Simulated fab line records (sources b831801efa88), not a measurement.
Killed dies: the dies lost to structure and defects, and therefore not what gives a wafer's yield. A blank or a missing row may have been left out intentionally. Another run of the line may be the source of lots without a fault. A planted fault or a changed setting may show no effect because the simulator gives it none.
fab line records | flow sky130
record lots=13 wafers=39 last-day=49
route steps=708 shown GATE_OXIDE@199 VIA4@657 PASSIVATION@693 PAD_OPEN@708
lots untouched by any fault: they come from a run of this same line in which no faults occurred
start-h: start of the lot's first displayed wafer, in hours after the record's first day | wait-h: hours elapsed since this lot's preceding step | " unchanged from the row above | L1.1+2: a single row standing in for several wafers | - no value, or no start given | * or withheld: withheld | < > ~ a bound
route shown NAME@n: names a module that has steps shown in the file, with the first one's number in the route | usual: mean/standard deviation taken from wafers without a fault | same: alike in all rows | chamber/n: place in a boat | sites: per-site readings | _std_site: how widely they spread, as a standard deviation | _edge_site: the outer-site mean with the inner-site mean subtracted | radius-mm: for every site, how far away it sits from the centre of the wafer | mask NAME#n: copy n | behind: tool/chamber where the wafer was last shaped | hold: the reason the lot was held/the length of the hold in hours/how it ended | device: names the non-switching transistor (n, p or np) | end of line: tests of these same wafers at the route's end | a step with no rows: only its recipe | killed: the dies lost at the first sort to structure and to defects; this is not the yield of the wafer | map: the dies of a wafer, with x for killed, . for not killed, _ for no die there
set.NAME: the run value of the setting; set.NAME@STEP: its run value at that earlier step | model.NAME: the simulator's own value behind a step, which no gauge read
steps of the route over a sample of lots; a table a step, a row a wafer
services: from which hour (start-h, from the record's first day; less than 0 if before it) a tool's chamber was out of use, for how many hours, and why
## steps
# step SKY_GATE_OXIDE_WET_ETCH_12
# recipe chemistry=dHF target-depth-nm=16.8 dry=n2-spin target=SiO2 dilution=100:1 temp-c=25 time-s=336
# columns lot.wafer tool chamber start-h wait-h
L610.4+5+6 wet-bench-03 1 316.34 0.1
L611.1+2+6 wet-bench-04 0 331.02 0.1
L612.1+4+6 wet-bench-04 1 344.84 0.1
L613.4+5+6 wet-bench-03 3 351.29 0.1
L614.2+5+6 wet-bench-04 2 351.59 0.1
L617.3+5+6 wet-bench-04 3 391.24 0.1
L620.2+3+5 wet-bench-01 0 405.92 0.1
L622.2+4+5 wet-bench-03 2 412.47 0.1
L621.2+3+4 wet-bench-04 3 416.57 0.1
L624.1+4+5 wet-bench-03 0 431.87 0.1
L625.3+4+6 wet-bench-03 1 438.99 0.1
L626.3+4+5 wet-bench-03 1 443.99 0.1
L630.1+3+5 wet-bench-04 2 475.84 0.1
# step SKY_VIA4_CVD_18
# recipe material=W target-thk-nm=505 time-s=152.14 temp-c=400 pressure-torr=40
# usual heater-power-w=837/64
# columns lot.wafer tool chamber start-h wait-h heater-power-w
L610.4 cvd-w-02 0 1011.44 0.1 948
L610.5 " 0 " " 943
L610.6 " 1 " " 770
L611.1 cvd-w-01 0 1021.92 0.0 826
L611.2 " 1 " " 793
L611.6 " 1 " " 779
L612.1 cvd-w-02 1 1034.16 0.0 789
L612.4 " 1 " " 807
L612.6 " 0 " " 917
L613.4 cvd-w-01 0 1036.76 0.1 853
L613.5 " 0 " " 827
L613.6 " 1 " " 800
L614.2 cvd-w-02 0 1037.33 0.0 916
L614.5 " 1 " " 764
L614.6 " 0 " " 913
L617.3 cvd-w-01 1 1069.97 0.1 791
L617.5 " 1 " " 803
L617.6 " 0 " " 861
L620.2 cvd-w-02 0 1082.84 0.0 930
L620.3 " 1 " " 775
L620.5 " 0 " " 931
L622.2 cvd-w-02 1 1087.17 0.0 780
L622.4 " 0 " " 909
L622.5 " 1 " " 786
L621.2 cvd-w-02 1 1088.47 0.0 772
L621.3 " 0 " " 929
L621.4 " 1 " " 773
L624.1 cvd-w-02 1 1094.67 0.0 800
L624.4 " 0 " " 931
L624.5 " 0 " " 930
L625.3 cvd-w-01 0 1103.74 0.1 860
L625.4 " 1 " " 795
L625.6 " 0 " " 844
L626.3 cvd-w-01 1 1104.08 0.1 762
L626.4 " 0 " " 853
L626.5 " 0 " " 845
L630.1 cvd-w-02 0 1127.03 0.0 933
L630.3 " 0 " " 946
L630.5 " 1 " " 795
# step SKY_VIA4_CMP_21
# recipe stop-on=SiO2 t-overpolish-s=25 down-force-psi=3.5 platen-rpm=60 target-thk-nm=0 pad-velocity-m-s=0.94248
# usual motor-current-A=11.0/0.93 overpolish-run-s=25.000/0.0099 time-to-endpoint-s=121/6.1
# columns lot.wafer tool chamber start-h wait-h motor-current-A overpolish-run-s time-to-endpoint-s
L610.4 cmp-01 2 1011.87 0.2 10.1 24.985 127
L610.6 " 3 " " 11.9 25.002 127
L610.5 " 0 " " 10.3 25.009 128
L611.1 cmp-02 0 1022.25 0.1 9.6 24.985 117
L611.2 " 2 " " 10.8 24.999 123
L611.6 " 1 " " 10.3 25.012 129
L612.1 cmp-01 2 1034.54 0.1 9.8 24.989 124
L612.4 " 0 " " 11.1 25.023 128
L612.6 " 1 " " 12.3 24.992 113
L613.4 cmp-01 3 1037.19 0.2 12.7 24.990 127
L613.5 " 0 " " 10.6 24.999 126
L613.6 " 1 " " 12.1 25.010 122
L614.2 cmp-02 0 1037.81 0.2 9.7 25.008 110
L614.5 " 1 " " 10.8 25.004 121
L614.6 " 2 " " 11.2 25.004 112
L617.3 cmp-02 3 1070.25 0.0 12.2 25.008 113
L617.6 " 3 " " 12.0 24.992 110
L617.5 " 0 " " 8.9 25.011 117
L620.2 cmp-02 0 1083.28 0.1 9.6 25.023 111
L620.3 " 1 " " 11.0 24.995 122
L620.5 " 3 " " 11.7 24.995 114
L622.4 cmp-02 0 1087.87 0.4 9.5 24.989 116
L622.2 " 2 " " 11.2 25.007 110
L622.5 " 3 " " 11.5 25.007 112
L621.4 cmp-01 2 1088.99 0.2 10.5 25.005 129
L621.2 " 0 " " 10.9 25.013 127
L621.3 " 1 " " 12.3 24.999 118
L624.1 cmp-02 3 1095.09 0.1 11.9 24.990 111
L624.4 " 2 " " 11.2 24.992 109
L624.5 " 0 " " 9.5 24.994 111
L625.4 cmp-01 3 1104.25 0.2 12.1 24.998 124
L625.3 " 1 " " 12.3 25.016 115
L625.6 " 3 " " 11.9 24.998 123
L626.4 cmp-01 0 1104.85 0.5 10.6 25.016 127
L626.3 " 2 " " 10.1 25.001 126
L626.5 " 3 " " 12.2 25.015 123
L630.1 cmp-02 0 1127.41 0.1 9.1 24.992 119
L630.3 " 1 " " 11.0 25.005 124
L630.5 " 3 " " 10.9 25.008 121
# step SKY_PASSIVATION_STRIP_12
# recipe chemistry=O2/N2 power-w=1400 pressure-mtorr=1500 platen-temp-c=withheld overash-fraction=0.7 o2-flow-sccm=3000 n2-flow-sccm=300
# usual chamber-pressure-mTorr=1500.1/1.3 drypump-motor-current-A=5.9/0.38 n2-flow-sccm=299.8/0.86 oes-product-au=0.661/0.0049 strip-time-to-endpoint-s=31.49/0.14
# columns lot.wafer tool chamber start-h wait-h chamber-pressure-mTorr drypump-motor-current-A n2-flow-sccm oes-product-au rf-hours-counter-h strip-time-to-endpoint-s
L610.4 plasma-asher-04 0 1058.17 0.1 1498.5 6.0 299.2 0.660 - 31.32
L610.5 " 0 " " 1500.4 6.0 299.1 0.656 - 31.35
L610.6 " 1 " " 1499.5 5.3 298.9 0.664 - 31.41
L611.1 plasma-asher-03 1 1067.49 0.1 1501.3 6.1 300.2 0.653 0 31.52
L611.2 " 0 " " 1500.9 6.5 300.9 0.659 0 31.49
L611.6 " 1 " " 1502.3 6.1 300.4 0.660 - 31.58
L612.1 plasma-asher-03 1 1079.39 0.1 1502.1 6.1 298.3 0.658 1 31.38
L612.4 " 1 " " 1501.0 6.1 299.5 0.654 - 31.65
L612.6 " 1 " " 1502.6 6.1 300.1 0.660 - 31.45
L613.4 plasma-asher-01 1 1081.92 0.1 1501.6 6.2 300.3 0.664 - 31.22
L613.5 " 0 " " 1499.5 5.6 298.6 0.662 - 31.65
L613.6 " 1 " " 1501.5 6.2 299.2 0.653 - 31.37
L614.2 plasma-asher-04 0 1082.32 0.1 1500.5 6.1 301.2 0.660 35 31.21
L614.5 " 1 " " 1500.3 5.3 299.3 0.659 - 31.25
L614.6 " 0 " " 1500.5 6.0 300.5 0.665 - 31.42
L617.3 plasma-asher-03 0 1111.85 0.1 1500.6 6.4 298.2 0.664 - 31.51
L617.5 " 0 " " 1499.2 6.4 299.4 0.660 - 31.64
L617.6 " 1 " " 1500.0 6.1 299.4 0.660 - 31.64
L620.2 plasma-asher-01 0 1125.72 0.1 1498.1 5.5 300.0 0.655 98 31.62
L620.3 " 0 " " 1501.4 5.5 300.2 0.657 - 31.60
L620.5 " 0 " " 1499.7 5.5 300.3 0.670 - 31.41
L622.2 plasma-asher-04 1 1130.18 0.1 1502.0 5.4 300.1 0.657 40 31.29
L622.4 " 0 " " 1499.1 6.0 299.0 0.662 - 31.60
L622.5 " 0 " " 1500.4 6.1 299.6 0.660 - 31.58
L621.2 plasma-asher-01 0 1131.24 0.1 1500.5 5.5 300.0 0.658 98 31.59
L621.3 " 1 " " 1502.3 6.2 300.7 0.659 - 31.65
L621.4 " 0 " " 1500.8 5.6 300.4 0.663 - 31.58
L624.1 plasma-asher-03 0 1136.87 0.1 1499.8 6.5 299.3 0.661 6 31.38
L624.4 " 0 " " 1501.3 6.4 299.8 0.663 - 31.34
L624.5 " 0 " " 1502.2 6.4 299.3 0.656 - 31.35
L625.3 plasma-asher-01 1 1144.07 0.1 1499.6 6.2 301.1 0.666 - 31.57
L625.4 " 0 " " 1500.0 5.5 300.9 0.660 - 31.75
L625.6 " 0 " " 1501.1 5.5 301.1 0.664 - 31.68
L626.3 plasma-asher-01 1 1144.96 0.1 1499.7 6.2 299.9 0.655 - 31.63
L626.4 " 0 " " 1497.5 5.5 300.1 0.661 - 31.61
L626.5 " 0 " " 1501.6 5.5 299.2 0.660 - 31.56
L630.1 plasma-asher-04 0 1165.73 0.1 1500.2 6.0 299.1 0.665 43 31.28
L630.3 " 1 " " 1498.2 5.4 300.2 0.654 - 31.55
L630.5 " 0 " " 1499.1 6.0 298.9 0.659 - 31.54
# step SKY_PAD_OPEN_PROBE_99
# usual killed_at_M0_to_M3=44/6.8 killed_at_M4_up=3.1/1.8 killed-at-contacts=25/5.2 killed-at-front-end=15/4.1 killed-at-other=0.3/0.62 killed-dies=88/9.4 killed-on-rim=17/3.7 killed-open=48/7.1 killed-short=40/6.1
# same gross-dies=492 killed-at-back-side=0
# columns lot.wafer tool chamber start-h wait-h hold killed_at_M0_to_M3 killed_at_M4_up killed-at-contacts killed-at-front-end killed-at-other killed-dies killed-on-rim killed-open killed-short
L613.4 prober-01 - 1104.83 0.2 - 48 4 23 9 0 84 17 47 37
L613.5 prober-01 - 1104.88 0.2 - 28 2 22 17 0 69 13 41 28
L613.6 prober-01 - 1104.93 0.2 - 39 5 25 14 0 83 19 43 40
L614.2 prober-02 - 1106.23 0.1 - 46 3 22 9 1 81 19 41 40
L614.5 prober-02 - 1106.38 0.2 - 39 4 26 9 0 78 20 36 42
L614.6 prober-02 - 1106.43 0.2 - 34 8 18 12 0 72 12 36 36
L620.2 prober-02 - 1146.65 0.1 - 42 1 22 17 0 82 17 51 31
L620.3 prober-02 - 1146.70 0.2 - 36 2 20 10 0 68 13 39 29
L620.5 prober-02 - 1146.80 0.2 - 45 2 20 12 0 79 14 37 42
L624.1 prober-02 - 1157.98 0.1 - 44 2 30 11 1 88 15 50 37
L624.4 prober-02 - 1158.13 0.2 - 40 2 19 10 0 71 16 39 32
L624.5 prober-02 - 1158.18 0.2 - 40 4 23 16 1 84 18 44 39
L625.3 prober-01 - 1164.20 0.2 - 39 2 15 19 0 75 15 43 30
L625.4 prober-01 - 1164.25 0.2 - 51 5 29 14 0 99 19 54 44
L625.6 prober-01 - 1164.35 0.2 - 54 7 25 24 0 110 20 57 53
L626.3 prober-02 - 1165.48 0.2 await-dispo/1.5h/release 43 1 26 58 0 128 24 46 43
L626.4 prober-02 - 1165.53 0.2 await-dispo/1.5h/release 29 3 21 61 0 114 18 41 34
L626.5 prober-02 - 1165.58 0.2 await-dispo/1.5h/release 33 5 25 55 0 118 22 48 31
L630.1 prober-01 - 1185.38 0.1 - 44 4 21 14 0 83 16 50 32
L630.3 prober-01 - 1185.48 0.2 - 41 1 17 23 0 82 13 47 35
L630.5 prober-01 - 1185.58 0.2 - 47 7 23 16 0 93 19 59 34
# killed by level:class
L613.4 VIA1:geometric-particle:open=13 CONTACT:geometric-particle:open=10 VIA1:geometric-particle:short=8 VIA2:geometric-particle:open=8 POLY_GATE:geometric-particle:open=5 METAL1:geometric-particle:short=5 LOCAL_INTERCONNECT:geometric-particle:short=4 CONTACT:geometric-particle:short=4
L613.5 CONTACT:geometric-particle:open=9 VIA1:geometric-particle:open=8 FIELD_ISO:geometric-particle:open=7 LI_CONTACT:geometric-particle:open=5 FIELD_ISO:geometric-particle:short=4 LOCAL_INTERCONNECT:geometric-particle:short=4 METAL2:geometric-particle:short=4 VIA3:geometric-particle:open=4
L613.6 VIA1:geometric-particle:open=9 METAL1:geometric-particle:short=8 LI_CONTACT:geometric-particle:open=7 CONTACT:geometric-particle:open=7 VIA2:geometric-particle:open=5 FIELD_ISO:geometric-particle:short=4 POLY_GATE:geometric-particle:open=4 LOCAL_INTERCONNECT:geometric-particle:short=4
L614.2 VIA1:geometric-particle:open=10 VIA3:geometric-particle:open=8 CONTACT:geometric-particle:open=7 METAL1:geometric-particle:short=7 METAL2:geometric-particle:short=7 LI_CONTACT:geometric-particle:open=5 POLY_GATE:geometric-particle:open=4 LOCAL_INTERCONNECT:geometric-particle:short=4
L614.5 VIA1:geometric-particle:open=11 LI_CONTACT:geometric-particle:open=9 METAL2:geometric-particle:short=9 VIA2:geometric-particle:open=6 LOCAL_INTERCONNECT:geometric-particle:short=6 CONTACT:geometric-particle:short=6 CONTACT:geometric-particle:open=3 METAL1:geometric-particle:short=3
L614.6 VIA1:geometric-particle:open=9 METAL4:geometric-particle:short=7 CONTACT:geometric-particle:open=6 VIA2:geometric-particle:open=6 LI_CONTACT:geometric-particle:open=5 VIA1:geometric-particle:short=5 FIELD_ISO:geometric-particle:short=4 LI_CONTACT:geometric-particle:short=4
L620.2 VIA1:geometric-particle:open=13 CONTACT:geometric-particle:open=8 FIELD_ISO:geometric-particle:short=6 LI_CONTACT:geometric-particle:open=6 METAL1:geometric-particle:short=6 VIA2:geometric-particle:open=6 VIA3:geometric-particle:open=6 FIELD_ISO:geometric-particle:open=5
L620.3 VIA1:geometric-particle:open=11 CONTACT:geometric-particle:open=6 VIA3:geometric-particle:open=6 LOCAL_INTERCONNECT:geometric-particle:short=5 VIA2:geometric-particle:open=5 VIA3:geometric-particle:short=4 LI_CONTACT:geometric-particle:open=3 CONTACT:geometric-particle:short=3
L620.5 VIA1:geometric-particle:open=9 METAL1:geometric-particle:short=7 VIA1:geometric-particle:short=6 CONTACT:geometric-particle:open=6 CONTACT:geometric-particle:short=6 VIA3:geometric-particle:open=6 METAL2:geometric-particle:short=4 VIA2:geometric-particle:open=4
L624.1 LI_CONTACT:geometric-particle:open=12 VIA1:geometric-particle:open=9 CONTACT:geometric-particle:open=8 METAL1:geometric-particle:short=8 CONTACT:geometric-particle:short=6 VIA3:geometric-particle:open=6 VIA2:geometric-particle:short=5 VIA2:geometric-particle:open=5
L624.4 VIA3:geometric-particle:open=8 VIA1:geometric-particle:open=7 LOCAL_INTERCONNECT:geometric-particle:short=6 CONTACT:geometric-particle:open=6 METAL1:geometric-particle:short=6 VIA2:geometric-particle:open=6 FIELD_ISO:geometric-particle:open=4 LI_CONTACT:geometric-particle:open=4
L624.5 CONTACT:geometric-particle:open=10 VIA1:geometric-particle:open=9 METAL2:geometric-particle:short=8 POLY_GATE:geometric-particle:short=7 LI_CONTACT:geometric-particle:open=7 VIA3:geometric-particle:open=6 POLY_GATE:geometric-particle:open=4 LOCAL_INTERCONNECT:geometric-particle:short=4
L625.3 VIA1:geometric-particle:open=13 VIA2:geometric-particle:open=7 POLY_GATE:geometric-particle:open=6 VIA1:geometric-particle:short=5 VIA3:geometric-particle:open=5 FIELD_ISO:geometric-particle:open=4 POLY_GATE:geometric-particle:short=3 LI_CONTACT:geometric-particle:short=3
L625.4 VIA1:geometric-particle:open=11 CONTACT:geometric-particle:open=10 LI_CONTACT:geometric-particle:open=9 VIA3:geometric-particle:open=8 VIA2:geometric-particle:open=7 METAL1:geometric-particle:short=6 VIA2:geometric-particle:short=5 CONTACT:geometric-particle:short=4
L625.6 VIA1:geometric-particle:open=14 METAL2:geometric-particle:short=11 POLY_GATE:geometric-particle:open=8 CONTACT:geometric-particle:open=8 LI_CONTACT:geometric-particle:open=7 FIELD_ISO:geometric-particle:short=6 FIELD_ISO:geometric-particle:open=6 CONTACT:geometric-particle:short=6
L626.3 GATE_OXIDE:unspecified=39 VIA1:geometric-particle:open=10 CONTACT:geometric-particle:open=9 VIA3:geometric-particle:open=9 POLY_GATE:geometric-particle:short=8 VIA1:geometric-particle:short=8 LOCAL_INTERCONNECT:geometric-particle:short=5 VIA2:geometric-particle:open=5
L626.4 GATE_OXIDE:unspecified=39 CONTACT:geometric-particle:open=10 VIA2:geometric-particle:open=9 POLY_GATE:geometric-particle:short=7 VIA1:geometric-particle:open=7 FIELD_ISO:geometric-particle:short=5 METAL1:geometric-particle:short=5 POLY_GATE:geometric-particle:open=4
L626.5 GATE_OXIDE:unspecified=39 CONTACT:geometric-particle:open=10 VIA1:geometric-particle:open=8 VIA3:geometric-particle:open=6 FIELD_ISO:geometric-particle:open=5 LI_CONTACT:geometric-particle:open=5 LI_CONTACT:geometric-particle:short=4 METAL2:geometric-particle:short=4
L630.1 VIA1:geometric-particle:open=12 VIA2:geometric-particle:open=8 CONTACT:geometric-particle:open=7 FIELD_ISO:geometric-particle:short=5 LI_CONTACT:geometric-particle:open=5 LOCAL_INTERCONNECT:geometric-particle:short=5 VIA3:geometric-particle:open=5 METAL1:geometric-particle:short=4
L630.3 VIA1:geometric-particle:open=8 FIELD_ISO:geometric-particle:short=7 POLY_GATE:geometric-particle:open=7 METAL2:geometric-particle:short=7 VIA3:geometric-particle:open=7 LI_CONTACT:geometric-particle:open=6 VIA2:geometric-particle:open=6 CONTACT:geometric-particle:open=5
L630.5 VIA1:geometric-particle:open=13 VIA2:geometric-particle:open=11 LI_CONTACT:geometric-particle:open=7 CONTACT:geometric-particle:short=6 VIA3:geometric-particle:open=6 FIELD_ISO:geometric-particle:short=5 CONTACT:geometric-particle:open=5 METAL2:geometric-particle:short=5
## services
# columns tool chamber start-h hours kind
cmp-02 - 309.88 1.3 repair
cvd-w-02 - 345.16 2.4 repair
cvd-w-02 - 390.00 14.0 pm
cmp-02 - 445.63 4.5 pm
cvd-w-02 0 455.01 15.6 repair
cvd-w-02 0 484.92 11.5 repair
cmp-02 - 519.30 18.0 pm
cmp-02 - 561.67 19.9 repair
cmp-02 - 581.58 4.0 pm
cmp-02 - 625.70 5.8 pm
cvd-w-02 - 643.20 3.8 pm
cmp-02 - 671.84 0.8 repair
cmp-02 - 674.67 2.6 repair
cmp-02 - 677.73 74.2 repair
cmp-02 - 712.73 1.7 repair
cvd-w-02 0 749.05 15.7 repair
cmp-02 - 905.69 4.5 repair
cmp-02 - 912.99 1.0 repair
cmp-02 - 916.56 3.2 repair
cvd-w-02 - 951.56 0.9 repair
cvd-w-02 - 1027.07 2.8 pm
cvd-w-02 1 1039.32 1.8 repair
cvd-w-02 - 1053.63 6.9 pm
cvd-w-02 - 1134.03 0.7 repair
## key
first-sign step=SKY_PAD_OPEN_PROBE_99 reading=killed-at-front-end direction=up sigmas=10 usual=15 struck=58
effect step=SKY_PAD_OPEN_PROBE_99 reading=killed-dies direction=up sigmas=3.4 usual=88 struck=120
met-at SKY_GATE_OXIDE_WET_ETCH_12
struck-lots L626
struck-wafers L626.3,L626.4,L626.5
tester-left-out L626
not-acting-at SKY_VIA4_CVD_18,SKY_VIA4_CMP_21,SKY_PASSIVATION_STRIP_12
onset-between 438.99 443.99
fault kind=chamber-particle-source tool=wet-bench-03 chamber=1 onset-h=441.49 steps=SKY_GATE_OXIDE_WET_ETCH_12 rate-per-visit-cm2=0.52103 end-h=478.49
# tester-left-out: of these lots the tester's yield and bins aren't shown, on N5 and GAA mostly nor the transistor test; their killed dies are dies lost to structure and defects alone, not to doping, threshold or leakage, so they don't give the yield
